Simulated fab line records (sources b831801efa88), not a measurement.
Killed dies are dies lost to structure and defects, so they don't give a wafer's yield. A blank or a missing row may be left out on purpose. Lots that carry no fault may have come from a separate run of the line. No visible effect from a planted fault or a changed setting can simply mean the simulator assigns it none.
2 desks, one fault	flow gf180mcu	every desk sees just its own numbers, and what lay behind them comes last

== METROLOGY DESK ==
Lot by lot, what the gauges showed, no matter which tool ran the lot: averages of those sampled wafers that carry a number. A lot is out of limits, marked OUT, if its mean lies more than 4 standard deviations from the usual mean; the brackets give that distance.
Columns: A = DNWELL_TW at GF_DNWELL_TW_MEAS_09, usual 1353; B = NWELL_TW at GF_NWELL_TW_MEAS_11, usual 1579; C = VT_IMPLANT_TW at GF_VT_IMPLANT_TW_MEAS_10, usual 566
lot	first seen here	A	B	C
L146	day 2 23:39	1336	1575	561
L148	day 3 07:00	1359	1582	564
L149	day 3 10:51	1364	1580	560
L150	day 3 15:38	1346	1579	566
L153	day 4 16:02	1346	1576	559
L155	day 5 01:40	1354	1588	564
L157	day 5 11:02	1344	1567	559
L156	day 5 11:21	1335	1588	571
L158	day 5 15:47	1344	1577	588 (+4.6) OUT
L159	day 5 21:07	1360	1570	586 (+4.2) OUT
L160	day 6 02:35	1350	1572	567
L166	day 7 12:16	1348	1596	569
L167	day 7 19:23	1367	1595	572
L169	day 8 08:21	1368	1596	568
Per this desk, out of limits: L158, L159; the first was L158, day 8 20:32 (VT_IMPLANT_TW at GF_VT_IMPLANT_TW_MEAS_10). Within limits: L146, L148, L149, L150, L153, L155, L157, L156, L160, L166, L167, L169.

== TOOL OWNER'S DESK, implanter-01 ==
The tool's own readings at GF_VT_IMPLANT_IMPLANT_08: means of the sampled wafers that have a number, for each lot that ran on this tool. A lot is out of limits, marked OUT, if its mean lies more than 4 standard deviations from the usual mean; the brackets give that distance.
Columns: A = beam_on_s at GF_VT_IMPLANT_IMPLANT_08, usual 10.01 s; B = faraday_current_uA at GF_VT_IMPLANT_IMPLANT_08, usual 46.7
lot	first seen here	A	B
L148	day 6 02:16	10.01	46.6
L150	day 6 12:29	10.15	46.1
L155	day 8 04:05	9.91	47.0
L157	day 8 13:10	9.93	47.0
L158	day 8 20:17	11.07 (+5.6) OUT	42.1 (-5.1) OUT
L159	day 9 01:35	10.91 (+4.8) OUT	43.0 (-4.1) OUT
L169	day 12 01:47	10.09	46.3
This desk's finding: out of limits on L158, L159; first on L158, day 8 20:17 (beam_on_s at GF_VT_IMPLANT_IMPLANT_08). Within limits: L148, L150, L155, L157, L169.

== PUT TOGETHER ==
The tool owner's desk could have raised an alarm at day 8 20:17, on L158, L159.
The metrology desk could have raised an alarm at day 8 20:32, on L158, L159.
The lots listed all ran GF_VT_IMPLANT_IMPLANT_08 on implanter-01.

== WHAT THE SIMULATOR HAD INSERTED ==
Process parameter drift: implanter-01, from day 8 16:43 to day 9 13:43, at GF_VT_IMPLANT_IMPLANT_08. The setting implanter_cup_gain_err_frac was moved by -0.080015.
Lots struck among those shown: L158, L159.
Fault start to first reading out of limits, in hours, per desk: tool owner, 4; metrology, 4.
